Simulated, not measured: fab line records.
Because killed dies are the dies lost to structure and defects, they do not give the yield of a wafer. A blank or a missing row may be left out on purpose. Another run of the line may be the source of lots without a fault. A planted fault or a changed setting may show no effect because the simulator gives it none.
A lot that was struck, set against a sound lot | flow gf180mcu | 14 steps out of a route of 602
Sound: wafers L577.2, L577.4, L577.5. Struck: wafer L580.3 (L580.1, L580.2, from the same lot, were not struck and are left out); the cause is given at the end.
At each step with rows: each side's tool, then ch and its chambers, then its first start. Under that, the readings that differ: sound wafers | struck wafers | difference of the means | sigmas: that difference in standard deviations of wafers without a fault.
alike: readings whose means differ by less than 2 such deviations, and words and numbers that are the same on both sides. not compared: withheld readings, readings that some wafer has no value for, bounds like >300 that may hide the same value, and numbers for which the record gives no deviation and whose values overlap.
The two part at a step that has a row with sigmas, a row that says differs or no value, or rows on one side only. Non-overlapping numbers with no deviation appear without sigmas and do not part them. A reading that every wafer of one side lacks parts them only if that side has two wafers or more.

GF_V4_OVL_MEAS_15:
  struck on overlay-02, day 27 13:54; sound on overlay-01, day 26 20:10
  alike: V4_OVL
then, 1 step without rows for these wafers: GF_V4_ETCH_16 (etches BARC in N2/H2).
GF_V4_ETCH_17: etches SiO2 in C4F8/O2/Ar, stops on TiN, target depth 630 nm.
  sound: rie-diel-04 ch 0,1,2; struck: rie-diel-03 ch 3
  alike: oes-product-au
GF_V4_STRIP_18: strips in O2/N2.
  sound on plasma-asher-01 ch 0,1, day 26 20:19; struck on plasma-asher-02 ch 0, day 27 14:04
  reading                     | sound       | struck | difference | sigmas
  drypump-motor-current-A (A) | 5.0 5.2 5.2 | 6.2    | +1.1       | +2
  heater-power-w (W)          | 290 310 312 | 421    | +117       | +3
  alike: oes-product-au
  not compared: rf-hours-counter-h
then, 2 steps without rows for these wafers: GF_V4_STRIP_19 (strips in post etch residue remover, time 1200 s); GF_V4_CLEAN_20 (cleans in DIW).
GF_V4_SPUTTER_21: material Ti, target thk 15 nm, time 80.02 s.
  struck on pvd-sputter-03, day 27 14:36; sound on pvd-sputter-03, day 26 20:52
  reading                | sound          | struck | difference | sigmas
  throttle-valve-pct (%) | 31.5 31.0 30.9 | 28.7   | -2.4       | -2
then, 1 step without rows for these wafers: GF_V4_SPUTTER_22 (material TiN, target thk 10 nm, time 40 s).
GF_V4_CVD_23: deposits W, target thk 350 nm, time 104.9 s.
  sound on cvd-w-01 ch 0,1, day 26 20:58; struck on cvd-w-02 ch 0, day 27 14:42
  alike: heater-power-w
GF_V4_RS_MEAS_24: a four-point-probe measurement.
  struck on film-metro-01, day 27 14:49; sound on film-metro-03, day 26 21:05
  alike: V4_W_RS
GF_V4_THK_MEAS_25: measures by xrf.
  struck on film-metro-01, day 27 14:56; sound on film-metro-03, day 26 21:12
  alike: V4_W_THK
GF_V4_CMP_26: polishes, stops on SiO2, t overpolish 15 s, target thk 0 nm.
  sound on cmp-02 ch 0,2, day 26 21:18; struck on cmp-01 ch 0, day 27 14:59
  reading              | sound                | struck | difference | sigmas
  overpolish-run-s (s) | 14.995 15.004 15.004 | 14.979 | -0.022     | -2
  alike: motor-current-A, time-to-endpoint-s
GF_MIM_SPUTTER_00: material Ti, target thk 37.5 nm, time 150 s.
  struck on pvd-sputter-01, day 27 15:17; sound on pvd-sputter-01, day 26 21:33
  reading                                | sound             | struck | difference | sigmas
  model.Ti_of_MIM_SPUTTER_00.thk-nm (nm) | 37.19 37.34 37.53 | 54.5   | +17.1      |
  alike: throttle-valve-pct
then, 1 step without rows for these wafers: GF_MIM_SPUTTER_01 (material TiN, target thk 30 nm, time 25 s).

## WHERE THEY PART
Earliest at GF_V4_STRIP_18; latest, in this record, at GF_V4_CMP_26. Later steps at which nothing parts them and some readings are alike: GF_MIM_SPUTTER_00.

WHY: the cause the simulator had injected
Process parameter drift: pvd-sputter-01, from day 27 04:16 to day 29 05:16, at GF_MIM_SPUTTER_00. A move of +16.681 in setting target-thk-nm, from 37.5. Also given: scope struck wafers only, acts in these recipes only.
